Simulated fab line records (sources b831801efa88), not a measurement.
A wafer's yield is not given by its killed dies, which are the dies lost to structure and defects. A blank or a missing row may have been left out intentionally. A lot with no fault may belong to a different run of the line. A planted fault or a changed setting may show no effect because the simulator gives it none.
Which of the tools did it?    flow gf180mcu    13 lots with 39 wafers sampled at 2 steps, on a route of 602 steps

## WHAT THE GAUGES SHOWED, per wafer
GF_M4_THK_MEAS_06: measures by xrf. Usual: M4_ALCU_THK 448 nm, standard deviation 6.5.
lot   measured      on            M4_ALCU_THK (nm)  flag
L530  day 22 09:59  filmMetro-03  452 453 458       
L531  day 22 16:02  filmMetro-01  451 449 455       
L534  day 23 20:42  filmMetro-03  456 457 456       
L535  day 24 14:30  filmMetro-03  448 435 440       
L536  day 24 21:13  filmMetro-01  447 446 445       
L537  day 24 23:07  filmMetro-03  445 449 450       
L538  day 25 09:46  filmMetro-03  450 442 445       
L541  day 26 05:11  filmMetro-04  455 452 459       
L543  day 27 03:51  filmMetro-03  442 445 430       
L548  day 28 15:47  filmMetro-03  455 455 448       
L549  day 28 23:09  filmMetro-03  450 452 446       
L553  day 29 20:55  filmMetro-04  443 444 431       
L552  day 29 23:34  filmMetro-03  449 460 447       

## WHAT TOOL EACH LOT RAN ON (gives the tool, then ch and the chambers of the sampled wafers, and finally the start)
lot   GF_M4_SPUTTER_00
L530  pvdSputter-02, day 22 09:38
L531  pvdSputter-02, day 22 15:41
L534  pvdSputter-02, day 23 20:22
L535  pvdSputter-01, day 24 14:10
L536  pvdSputter-02, day 24 20:52
L537  pvdSputter-02, day 24 22:46
L538  pvdSputter-01, day 25 09:25
L541  pvdSputter-02, day 26 04:51
L543  pvdSputter-01, day 27 03:29
L548  pvdSputter-02, day 28 15:27
L549  pvdSputter-02, day 28 22:49
L553  pvdSputter-01, day 29 20:35
L552  pvdSputter-03, day 29 23:13
- GF_M4_SPUTTER_00: material Ti, target thk 37.5 nm, time 150 s.

## WHAT THE TOOLS THEMSELVES READ (means of the sampled wafers that have a number; where no wafer has one, the mark that the record gives instead)
GF_M4_SPUTTER_00. Usual: 30.4 % for throttleValvePct, sd 0.89.
lot   tool           throttleValvePct (%)  flag
L530  pvdSputter-02  30.1                  
L531  pvdSputter-02  30.2                  
L534  pvdSputter-02  30.1                  
L535  pvdSputter-01  30.4                  
L536  pvdSputter-02  30.3                  
L537  pvdSputter-02  30.2                  
L538  pvdSputter-01  29.8                  
L541  pvdSputter-02  30.8                  
L543  pvdSputter-01  30.7                  
L548  pvdSputter-02  30.7                  
L549  pvdSputter-02  30.0                  
L553  pvdSputter-01  30.7                  
L552  pvdSputter-03  29.4                  

## THE ANSWER, worked out from the rows above alone
Rule: take the mean of a lot's wafers that have a number; if it is more than 3 standard deviations from the usual mean, the lot is off. Also off: a lot with no number at a reading for which 4 or more lots have one. Any other lot the step has rows for is counted as sound. Order of review: gauges by route order, followed by the tools' own readings, for which a lot's mean as printed above is used. At the first step where some lot is off, the reading lying furthest off is the one used; lots without a number count as furthest.
None of the lots is off at any reading shown; this tells nothing.

## WHAT THE SIMULATOR HAD PUT IN
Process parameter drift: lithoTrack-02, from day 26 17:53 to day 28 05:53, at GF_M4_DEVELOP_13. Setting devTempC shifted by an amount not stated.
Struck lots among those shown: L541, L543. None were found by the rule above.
